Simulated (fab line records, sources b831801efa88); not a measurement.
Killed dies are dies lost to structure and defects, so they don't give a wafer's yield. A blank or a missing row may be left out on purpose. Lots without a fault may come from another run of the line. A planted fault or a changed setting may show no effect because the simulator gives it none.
One fault seen from 2 desks | flow gf180mcu | each desk has only its own numbers; what lay behind them comes last

THE METROLOGY DESK
What the gauges read, lot by lot, whatever tool the lot ran on: means of the sampled wafers that have a number. A lot is out of limits, marked OUT, if its mean lies more than 4 standard deviations from the usual mean; the brackets give that distance.
Columns: A = HV_LDD_4_TW at GF_HV_LDD_TW_MEAS_50, usual 573; B = PSD_OVL at GF_PSD_OVL_MEAS_08, usual -0.6 nm
lot  | first seen here | A             | B
L310 | day 13 01:49    | 575           | 0.0
L311 | day 13 05:01    | 577           | -2.3
L315 | day 14 18:52    | 573           | 0.0
L316 | day 15 04:40    | 526 (-11) OUT | -0.5
L317 | day 15 12:29    | 527 (-10) OUT | -2.0
L322 | day 17 01:28    | 572           | -0.0
L323 | day 17 13:17    | 573           | 1.2
L325 | day 17 20:17    | 562           | -4.1
L326 | day 18 05:16    | 575           | -2.0
L327 | day 18 10:37    | 575           | -1.9
L328 | day 18 17:13    | 575           | -0.0
L330 | day 19 14:55    | 574           | 0.4
L331 | day 20 06:10    | 572           | -2.0
This desk's finding: out of limits on L316, L317; first on L316, day 15 04:40 (HV_LDD_4_TW at GF_HV_LDD_TW_MEAS_50). In limits: L310, L311, L315, L322, L323, L325, L326, L327, L328, L330, L331.

THE TOOL OWNER'S DESK: implanter-03
The tool's own readings at GF_HV_LDD_IMPLANT_48: means of the sampled wafers that have a number, for each lot that ran on this tool. A lot is out of limits, marked OUT, if its mean lies more than 4 standard deviations from the usual mean; the brackets give that distance.
Columns: A = beam_energy_keV at GF_HV_LDD_IMPLANT_48, usual 25.002; B = dose_ions_cm2 at GF_HV_LDD_IMPLANT_48, usual 3.001e+13; C = faraday_current_uA at GF_HV_LDD_IMPLANT_48, usual 169
lot  | first seen here | A                        | B         | C
L310 | day 13 01:35    | 25.002                   | 2.998e+13 | 171
L311 | day 13 04:46    | 24.992                   | 3.001e+13 | 165
L316 | day 15 04:25    | 16.243 (-99 or more) OUT | 2.999e+13 | 169
L317 | day 15 12:17    | 16.233 (-99 or more) OUT | 3.003e+13 | 174
L326 | day 18 05:01    | 25.001                   | 3.001e+13 | 175
L328 | day 18 16:59    | 25.011                   | 3.001e+13 | 169
L330 | day 19 14:40    | 25.005                   | 2.999e+13 | 169
L331 | day 20 05:56    | 25.003                   | 3.003e+13 | 167
This desk's finding: out of limits on L316, L317; first on L316, day 15 04:25 (beam_energy_keV at GF_HV_LDD_IMPLANT_48). In limits: L310, L311, L326, L328, L330, L331.

PUT TOGETHER
The tool owner's desk could have raised an alarm at day 15 04:25, on L316, L317.
The metrology desk could have raised an alarm at day 15 04:40, on L316, L317.
Of the lots named, all ran GF_HV_LDD_IMPLANT_48 on implanter-03.

WHAT THE SIMULATOR HAD PUT IN
Process parameter drift: implanter-03, from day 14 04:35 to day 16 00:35, at GF_HV_LDD_IMPLANT_48. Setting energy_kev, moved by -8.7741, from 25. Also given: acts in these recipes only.
Lots struck among those shown: L316, L317.
Hours from the fault's start to each desk's first reading out of limits: the tool owner's desk, 24; the metrology desk, 24.
